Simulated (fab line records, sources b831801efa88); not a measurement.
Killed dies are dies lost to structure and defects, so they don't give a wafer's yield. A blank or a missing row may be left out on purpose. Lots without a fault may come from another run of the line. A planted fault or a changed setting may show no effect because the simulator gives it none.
Which tool did it? | flow sky130 | 13 lots, 39 wafers sampled, at 4 steps of a route of 708

WHAT THE GAUGES READ, wafer by wafer
SKY_FIELD_ISO_THK_MEAS_25.
lot  | measured    | on            | FIELD_ISO_CVD_24_THK (nm)
L772 | day 2 08:48 | film_metro-03 | 581 581 579
L773 | day 2 14:00 | film_metro-02 | 583 581 588
L774 | day 2 16:11 | film_metro-01 | 596 595 595
L775 | day 2 21:50 | film_metro-01 | 601 602 602
L776 | day 3 05:22 | film_metro-01 | 591 583 588
L778 | day 3 13:01 | film_metro-02 | 579 582 586
L779 | day 3 17:56 | film_metro-02 | 585 590 593
L785 | day 5 03:12 | film_metro-02 | 592 590 592
L790 | day 6 07:00 | film_metro-03 | 595 585 592
L792 | day 6 16:00 | film_metro-01 | 589 598 585
L793 | day 6 20:02 | film_metro-03 | 607 602 603
L794 | day 7 03:56 | film_metro-01 | 593 592 596
L795 | day 7 06:38 | film_metro-03 | 590 595 596

SKY_PWDE_TW_MEAS_10.
lot  | measured    | on            | PWDE_TW
L772 | day 3 22:52 | film_metro-03 | 370.1 373.1 372.9
L773 | day 4 03:46 | film_metro-02 | 369.3 370.5 370.7
L774 | day 4 04:59 | film_metro-02 | 372.0 372.0 371.6
L775 | day 4 09:57 | film_metro-03 | 372.3 372.1 371.6
L776 | day 4 20:24 | film_metro-02 | 371.6 371.1 371.9
L778 | day 5 03:11 | film_metro-04 | 373.2 371.1 371.1
L779 | day 5 09:54 | film_metro-04 | 374.9 372.9 374.2
L785 | day 6 21:59 | film_metro-04 | 370.7 373.5 371.6
L790 | day 8 05:05 | film_metro-03 | 374.4 374.7 373.4
L792 | day 8 15:58 | film_metro-04 | 373.7 373.2 373.8
L793 | day 8 17:59 | film_metro-03 | 375.0 372.2 373.0
L794 | day 9 03:05 | film_metro-04 | 373.0 372.7 371.8
L795 | day 9 07:50 | film_metro-03 | 374.0 373.4 375.7

WHICH TOOL RAN EACH LOT (tool, then ch and the chambers of the sampled wafers, then the start)
lot  | SKY_FIELD_ISO_ETCH_15             | SKY_FIELD_ISO_WET_ETCH_30
L772 | rie_diel-01 ch 0,1,3, day 2 06:02 | wet_bench-04 ch 0, day 2 12:06
L773 | rie_diel-03 ch 2,3, day 2 10:38   | wet_bench-02 ch 0, day 2 16:23
L774 | rie_diel-04 ch 0,2, day 2 14:22   | wet_bench-02 ch 0, day 2 18:34
L775 | rie_diel-03 ch 2,3, day 2 19:59   | wet_bench-04 ch 0, day 3 00:12
L776 | rie_diel-04 ch 0,1,3, day 3 03:32 | wet_bench-01 ch 0, day 3 07:48
L778 | rie_diel-04 ch 0,1,3, day 3 11:10 | wet_bench-02 ch 1, day 3 15:50
L779 | rie_diel-04 ch 1,3, day 3 16:04   | wet_bench-02 ch 0, day 3 21:12
L785 | rie_diel-03 ch 0,1,3, day 5 00:38 | wet_bench-01 ch 0, day 5 05:35
L790 | rie_diel-04 ch 0,1,3, day 6 04:07 | wet_bench-01 ch 1, day 6 10:37
L792 | rie_diel-01 ch 0,3, day 6 12:19   | wet_bench-01 ch 0, day 6 20:57
L793 | rie_diel-03 ch 0,2,3, day 6 18:10 | wet_bench-04 ch 2, day 6 22:28
L794 | rie_diel-04 ch 0,2,3, day 7 01:40 | wet_bench-01 ch 2, day 7 06:32
L795 | rie_diel-03 ch 0,1,2, day 7 04:47 | wet_bench-02 ch 0, day 7 11:44
- SKY_FIELD_ISO_ETCH_15: etches the open film in CHF3/O2, stops on Si, target depth 180 nm, time 72 s.
- SKY_FIELD_ISO_WET_ETCH_30: etches SiO2 in dHF, target depth 25 nm, time 50 s.

WHAT THE TOOLS THEMSELVES READ (means of the sampled wafers that have a number; where no wafer has one, the mark that the record gives instead)
SKY_FIELD_ISO_ETCH_15.
lot  | tool        | drypump_motor_current_A (A) | oes_product_au (a.u.) | throttle_valve_pct (%)
L772 | rie_diel-01 | 6.2                         | 0.934                 | 8.846
L773 | rie_diel-03 | 5.5                         | 0.960                 | 8.846
L774 | rie_diel-04 | 5.4                         | 0.940                 | 8.849
L775 | rie_diel-03 | 5.5                         | 0.953                 | 8.836
L776 | rie_diel-04 | 5.8                         | 0.942                 | 8.844
L778 | rie_diel-04 | 5.8                         | 0.950                 | 8.851
L779 | rie_diel-04 | 6.1                         | 0.944                 | 8.847
L785 | rie_diel-03 | 5.9                         | 0.939                 | 8.837
L790 | rie_diel-04 | 5.8                         | 0.930                 | 8.836
L792 | rie_diel-01 | 6.2                         | 0.930                 | 8.845
L793 | rie_diel-03 | 5.7                         | 0.931                 | 8.849
L794 | rie_diel-04 | 5.8                         | 0.934                 | 8.839
L795 | rie_diel-03 | 5.8                         | 0.940                 | 8.837

SKY_FIELD_ISO_WET_ETCH_30.
lot  | tool         | bath_heat_duty_pct (%) | temp_c (C)
L772 | wet_bench-04 | 6.5                    | 25.02
L773 | wet_bench-02 | 5.7                    | 24.95
L774 | wet_bench-02 | 5.8                    | 25.03
L775 | wet_bench-04 | 5.3                    | 25.02
L776 | wet_bench-01 | 6.0                    | 25.08
L778 | wet_bench-02 | 31.2                   | 42.15
L779 | wet_bench-02 | 27.9                   | 42.25
L785 | wet_bench-01 | 5.8                    | 25.18
L790 | wet_bench-01 | 6.1                    | 25.06
L792 | wet_bench-01 | 5.8                    | 24.83
L793 | wet_bench-04 | 6.4                    | 24.92
L794 | wet_bench-01 | 6.4                    | 24.98
L795 | wet_bench-02 | 5.3                    | 25.15

THE ANSWER, worked out from the rows above alone
Rule: what is usual is taken from the lots themselves. Put in order of their means at a reading, lots are off if they are a third of the lots or fewer, leave a main group of 4 or more, and stand apart from it by a gap of 3 or more times the standard deviation of the main group's means; of several such gaps the widest counts. A main group whose means are all the same, to the digits that the tables above print for the reading, isn't used. A lot without any number at a reading at which 4 lots or more have one is off too. The other lots that the step has rows for count as sound. The gauges are gone through in route order, then the tools' own readings, and for those a lot's mean is taken as printed above. The first step at which some lot is off is used, and at that step the reading that is off furthest; a lot without a number counts as furthest.
Off: L778, L779, at SKY_FIELD_ISO_WET_ETCH_30 (temp_c). The main group: mean 25.02 C, standard deviation 0.096.
A tool fits if, at that step or a process step before it, it ran every lot that is off, and no sound lot after the first of them. None of those tried fits.

WHAT THE SIMULATOR HAD PUT IN
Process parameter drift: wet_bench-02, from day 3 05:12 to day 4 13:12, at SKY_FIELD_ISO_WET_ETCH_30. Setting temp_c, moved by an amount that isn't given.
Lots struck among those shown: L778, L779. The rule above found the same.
